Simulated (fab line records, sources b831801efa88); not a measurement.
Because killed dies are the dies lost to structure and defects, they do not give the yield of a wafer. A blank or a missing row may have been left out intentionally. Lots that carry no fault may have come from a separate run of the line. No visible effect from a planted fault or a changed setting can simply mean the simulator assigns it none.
Matching of chambers ; flow sky130 ; SKY_CONTACT_CMP_04 on cmp-02 has 4 sister chambers
The step polishes SiO2. 16 wafers are shown with their chamber, then 8 later ones without.

## EACH WAFER AND ITS CHAMBER
wafer;chamber;motor current A (A);time to endpoint s (s);slurry flow ml min
L490.1;0;12.6;79;150.1
L490.2;2;11.1;75;150.0
L490.6;0;12.8;78;149.5
L491.2;0;13.1;85;150.3
L491.3;2;11.0;73;150.8
L491.6;0;13.2;83;149.9
L493.1;1;12.0;83;149.6
L493.3;2;11.0;75;150.4
L493.5;1;11.5;83;150.0
L494.1;1;11.6;80;150.4
L494.5;2;11.0;85;149.6
L494.6;3;10.8;77;150.4
L495.2;3;11.0;80;149.5
L495.4;2;10.8;85;149.9
L495.6;2;10.9;84;149.5
L506.2;3;10.6;73;150.2

SIGNATURES (means of the wafers above)
reading;chamber 0;chamber 1;chamber 2;chamber 3;scatter within a chamber
motor current A;12.925;11.700;10.967;10.800;0.204
time to endpoint s;81.25;82.00;79.50;76.67;4.35
slurry flow ml min;149.950;150.000;150.033;150.033;0.441
Rule: distance of a wafer from a chamber = root of the sum over the readings of ((wafer's reading minus chamber's mean) / reading's scatter) squared. The wafer belongs to the nearest chamber; if the next one is less than 2 further off, it can't be placed. The scatter is the square root of a quotient: the sum, over the shown wafers, of each reading's squared deviation from its chamber's mean, divided by wafers minus chambers.

## WAFERS WITH NO CHAMBER GIVEN
wafer;motor current A (A);time to endpoint s (s);slurry flow ml min
L506.3;12.9;82;149.9
L506.5;11.9;78;149.1
L508.2;11.1;75;150.4
L508.3;11.4;81;149.9
L508.5;12.1;79;149.1
L513.1;12.9;81;150.2
L513.3;11.6;65;150.4
L513.4;11.2;78;149.4

## WHICH CHAMBER EACH ONE RAN IN
wafer;from the rows above;in truth
L506.3;0;0
L506.5;1;1
L508.2;can't be placed: 2 or 3 or 1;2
L508.3;can't be placed: 1 or 2 or 3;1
L508.5;can't be placed: 1 or 0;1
L513.1;0;0
L513.3;can't be placed: 1 or 2 or 3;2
L513.4;can't be placed: 2 or 3 or 1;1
Correctly placed: 3 of 8. These rows do not allow placing 5 (true chamber among the candidates in 5). Wrongly placed: 0.
